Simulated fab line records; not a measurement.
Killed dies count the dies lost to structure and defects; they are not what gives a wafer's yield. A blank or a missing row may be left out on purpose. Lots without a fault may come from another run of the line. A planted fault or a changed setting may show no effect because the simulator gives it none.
Matching of chambers -- flow sky130 -- cmp-02 running SKY_VIA4_CMP_02: 4 sister chambers
The step polishes SiO2. 4 wafers are shown with their chamber, then 9 later ones without.

== EACH WAFER AND ITS CHAMBER ==
wafer,chamber,motorCurrentA (A)
L799.3,1,12.2
L809.1,3,11.7
L809.2,2,14.2
L809.3,0,13.3

== WAFERS WITHOUT THEIR CHAMBER ==
wafer,motorCurrentA (A)
L811.2,12.9
L811.3,12.1
L811.4,14.2
L812.1,13.1
L812.5,12.5
L812.6,13.9
L815.3,12.9
L815.4,14.7
L815.5,14.0

== EACH ONE'S CHAMBER ==
wafer,from the rows above,in truth
L811.2,can't be placed: 0 or 1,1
L811.3,can't be placed: 1 or 3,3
L811.4,2,2
L812.1,0,0
L812.5,can't be placed: 1 or 0 or 3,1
L812.6,can't be placed: 2 or 0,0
L815.3,can't be placed: 0 or 1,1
L815.4,2,2
L815.5,can't be placed: 2 or 0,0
Correct placement for 3 of the 9. These rows do not allow placing 6 (true chamber among the candidates in 6). 0 placed wrongly.
How it was worked out, from the rows above alone: a wafer's distance from a chamber is the root of the sum, over the readings, of the square of ((its reading less the chamber's mean) divided by the reading's scatter). The wafer belongs to the nearest chamber; if the next one is less than 2 further off, it can't be placed. The mean given for a chamber averages the wafers shown for that chamber. The scatter: with one shown wafer a chamber, the root of the mean of the squares of how far each hidden wafer lies from its nearest shown one.
